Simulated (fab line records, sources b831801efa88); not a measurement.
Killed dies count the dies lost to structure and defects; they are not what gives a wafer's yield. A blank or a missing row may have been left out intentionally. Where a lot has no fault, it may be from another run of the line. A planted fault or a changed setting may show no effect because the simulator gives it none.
Which tool is to blame? / flow gf180mcu / 11 lots with 33 wafers sampled at 5 steps, on a route of 602 steps

== WHAT THE GAUGES READ, wafer by wafer ==
GF_V2_THK_MEAS_01.
lot=L248; measured=day 19 02:20; on=filmMetro-04; V2_CVD_00_THK (nm)=598 596 599
lot=L250; measured=day 19 16:41; on=filmMetro-04; V2_CVD_00_THK (nm)=602 596 601
lot=L251; measured=day 20 11:34; on=filmMetro-02; V2_CVD_00_THK (nm)=601 595 596
lot=L254; measured=day 21 14:46; on=filmMetro-02; V2_CVD_00_THK (nm)=591 590 597
lot=L255; measured=day 21 21:04; on=filmMetro-02; V2_CVD_00_THK (nm)=596 602 596
lot=L260; measured=day 23 17:55; on=filmMetro-03; V2_CVD_00_THK (nm)=590 591 588
lot=L261; measured=day 24 03:04; on=filmMetro-02; V2_CVD_00_THK (nm)=606 602 607
lot=L262; measured=day 24 07:48; on=filmMetro-04; V2_CVD_00_THK (nm)=598 605 601
lot=L263; measured=day 24 21:43; on=filmMetro-02; V2_CVD_00_THK (nm)=609 611 602
lot=L270; measured=day 26 18:43; on=filmMetro-04; V2_CVD_00_THK (nm)=594 592 602
lot=L271; measured=day 27 02:39; on=filmMetro-04; V2_CVD_00_THK (nm)=603 608 602

GF_M3_RS_MEAS_05: the measuring method here is four-point-probe.
lot=L248; measured=day 20 04:53; on=filmMetro-01; M3_ALCU_RS (ohm/sq)=0.0696 0.0697 0.0689
lot=L250; measured=day 20 19:19; on=filmMetro-02; M3_ALCU_RS (ohm/sq)=0.0699 0.0698 0.0697
lot=L251; measured=day 21 12:49; on=filmMetro-02; M3_ALCU_RS (ohm/sq)=0.0685 0.0689 0.0688
lot=L254; measured=day 22 16:17; on=filmMetro-03; M3_ALCU_RS (ohm/sq)=0.0697 0.0700 0.0696
lot=L255; measured=day 22 23:23; on=filmMetro-01; M3_ALCU_RS (ohm/sq)=0.0697 0.0701 0.0700
lot=L260; measured=day 24 17:55; on=filmMetro-03; M3_ALCU_RS (ohm/sq)=0.0695 0.0926 0.0701 0.0696 0.0928 0.0701
lot=L261; measured=day 25 03:15; on=filmMetro-01; M3_ALCU_RS (ohm/sq)=0.0711 0.0711 0.0940 0.0713 0.0708 0.0938
lot=L262; measured=day 25 08:03; on=filmMetro-01; M3_ALCU_RS (ohm/sq)=0.0701 0.0694 0.0693
lot=L263; measured=day 25 21:22; on=filmMetro-03; M3_ALCU_RS (ohm/sq)=0.0694 0.0700 0.0697
lot=L270; measured=day 27 17:31; on=filmMetro-03; M3_ALCU_RS (ohm/sq)=0.0688 0.0687 0.0693
lot=L271; measured=day 28 00:31; on=filmMetro-02; M3_ALCU_RS (ohm/sq)=0.0688 0.0689 0.0691

GF_M3_THK_MEAS_06: measures by xrf.
lot=L248; measured=day 20 05:00; on=filmMetro-01; M3_ALCU_THK (nm)=453 451 458
lot=L250; measured=day 20 19:26; on=filmMetro-02; M3_ALCU_THK (nm)=450 452 452
lot=L251; measured=day 21 12:56; on=filmMetro-02; M3_ALCU_THK (nm)=463 462 461
lot=L254; measured=day 22 16:24; on=filmMetro-03; M3_ALCU_THK (nm)=451 447 449
lot=L255; measured=day 22 23:30; on=filmMetro-01; M3_ALCU_THK (nm)=450 451 448
lot=L260; measured=day 25 05:32; on=filmMetro-03; M3_ALCU_THK (nm)=447 338 445 449 338 447
lot=L261; measured=day 25 06:18; on=filmMetro-01; M3_ALCU_THK (nm)=441 442 337 441 441 334
lot=L262; measured=day 25 08:09; on=filmMetro-01; M3_ALCU_THK (nm)=451 455 453
lot=L263; measured=day 25 21:29; on=filmMetro-03; M3_ALCU_THK (nm)=449 445 450
lot=L270; measured=day 27 17:38; on=filmMetro-03; M3_ALCU_THK (nm)=455 455 453
lot=L271; measured=day 28 00:36; on=filmMetro-02; M3_ALCU_THK (nm)=456 458 452

== EACH LOT AND THE TOOL THAT RAN IT (in order: tool; ch and the chambers of the sampled wafers; start) ==
lot=L248; GF_M3_SPUTTER_01=pvdSputter-02, day 20 04:44; GF_M3_SPUTTER_02=pvdSputter-02, day 20 04:47
lot=L250; GF_M3_SPUTTER_01=pvdSputter-04, day 20 19:12; GF_M3_SPUTTER_02=pvdSputter-04, day 20 19:14
lot=L251; GF_M3_SPUTTER_01=pvdSputter-01, day 21 12:41; GF_M3_SPUTTER_02=pvdSputter-01, day 21 12:43
lot=L254; GF_M3_SPUTTER_01=pvdSputter-02, day 22 16:09; GF_M3_SPUTTER_02=pvdSputter-02, day 22 16:11
lot=L255; GF_M3_SPUTTER_01=pvdSputter-02, day 22 23:16; GF_M3_SPUTTER_02=pvdSputter-02, day 22 23:17
lot=L260; GF_M3_SPUTTER_01=pvdSputter-02, day 24 17:46; GF_M3_SPUTTER_02=pvdSputter-02, day 24 17:47
lot=L261; GF_M3_SPUTTER_01=pvdSputter-02, day 25 03:08; GF_M3_SPUTTER_02=pvdSputter-02, day 25 03:10
lot=L262; GF_M3_SPUTTER_01=pvdSputter-04, day 25 07:53; GF_M3_SPUTTER_02=pvdSputter-04, day 25 07:55
lot=L263; GF_M3_SPUTTER_01=pvdSputter-01, day 25 21:14; GF_M3_SPUTTER_02=pvdSputter-01, day 25 21:16
lot=L270; GF_M3_SPUTTER_01=pvdSputter-02, day 27 17:23; GF_M3_SPUTTER_02=pvdSputter-02, day 27 17:25
lot=L271; GF_M3_SPUTTER_01=pvdSputter-02, day 28 00:20; GF_M3_SPUTTER_02=pvdSputter-02, day 28 00:22
- GF_M3_SPUTTER_01: material TiN, target thk 30 nm, time 25 s.
- GF_M3_SPUTTER_02: material AlCu, target thk 450 nm, time 23.9 s.

== AS READ BY THE TOOLS THEMSELVES (means over the sampled wafers that have a number; for cases with no such wafer, the mark the record gives instead) ==
GF_M3_SPUTTER_01.
lot=L248; tool=pvdSputter-02; cathodeDcPowerW (W)=6499.9; throttleValvePct (%)=28.8
lot=L250; tool=pvdSputter-04; cathodeDcPowerW (W)=6499.8; throttleValvePct (%)=28.7
lot=L251; tool=pvdSputter-01; cathodeDcPowerW (W)=6499.5; throttleValvePct (%)=30.4
lot=L254; tool=pvdSputter-02; cathodeDcPowerW (W)=6500.6; throttleValvePct (%)=29.2
lot=L255; tool=pvdSputter-02; cathodeDcPowerW (W)=6500.7; throttleValvePct (%)=30.3
lot=L260; tool=pvdSputter-02; cathodeDcPowerW (W)=6501.4; throttleValvePct (%)=28.7
lot=L261; tool=pvdSputter-02; cathodeDcPowerW (W)=6499.3; throttleValvePct (%)=29.8
lot=L262; tool=pvdSputter-04; cathodeDcPowerW (W)=6499.5; throttleValvePct (%)=29.0
lot=L263; tool=pvdSputter-01; cathodeDcPowerW (W)=6500.1; throttleValvePct (%)=29.8
lot=L270; tool=pvdSputter-02; cathodeDcPowerW (W)=6500.6; throttleValvePct (%)=29.9
lot=L271; tool=pvdSputter-02; cathodeDcPowerW (W)=6500.0; throttleValvePct (%)=29.8

GF_M3_SPUTTER_02.
lot=L248; tool=pvdSputter-02; cathodeDcPowerW (W)=10600; throttleValvePct (%)=28.9
lot=L250; tool=pvdSputter-04; cathodeDcPowerW (W)=10600; throttleValvePct (%)=28.7
lot=L251; tool=pvdSputter-01; cathodeDcPowerW (W)=10598; throttleValvePct (%)=30.4
lot=L254; tool=pvdSputter-02; cathodeDcPowerW (W)=10597; throttleValvePct (%)=29.2
lot=L255; tool=pvdSputter-02; cathodeDcPowerW (W)=10599; throttleValvePct (%)=30.1
lot=L260; tool=pvdSputter-02; cathodeDcPowerW (W)=10601; throttleValvePct (%)=28.6
lot=L261; tool=pvdSputter-02; cathodeDcPowerW (W)=10601; throttleValvePct (%)=29.9
lot=L262; tool=pvdSputter-04; cathodeDcPowerW (W)=10601; throttleValvePct (%)=29.0
lot=L263; tool=pvdSputter-01; cathodeDcPowerW (W)=10602; throttleValvePct (%)=30.0
lot=L270; tool=pvdSputter-02; cathodeDcPowerW (W)=10600; throttleValvePct (%)=29.9
lot=L271; tool=pvdSputter-02; cathodeDcPowerW (W)=10600; throttleValvePct (%)=29.8

== THE ANSWER, worked out from the rows above alone ==
Rule: the usual values come from the lots themselves. Put in order of their means at a reading, lots are off if they are a third of the lots or fewer, leave a main group of 4 or more, and stand apart from it by a gap of 3 or more times the standard deviation of the main group's means; of several such gaps the widest counts. Not used: any main group whose means are identical at the precision the tables above print for the reading. A lot without any number at a reading at which 4 lots or more have one is off too. Any other lot the step has rows for is counted as sound. The gauges are gone through in route order, then the tools' own readings, and for those a lot's mean is taken as printed above. The first step at which some lot is off is used, and at that step the reading that is off furthest; a lot without a number counts as furthest.
Off: L260, L261, at GF_M3_RS_MEAS_05 (M3_ALCU_RS). The main group has a mean of 0.0694 ohm/sq with a standard deviation of 0.00042.
If a tool, at a process step before that reading, ran all the lots that are off and no sound lot after the first of them, it fits. The gauges at GF_M3_RS_MEAS_05 are tried like those tools. Of those tried, none fits.

== WHAT THE SIMULATOR HAD PUT IN ==
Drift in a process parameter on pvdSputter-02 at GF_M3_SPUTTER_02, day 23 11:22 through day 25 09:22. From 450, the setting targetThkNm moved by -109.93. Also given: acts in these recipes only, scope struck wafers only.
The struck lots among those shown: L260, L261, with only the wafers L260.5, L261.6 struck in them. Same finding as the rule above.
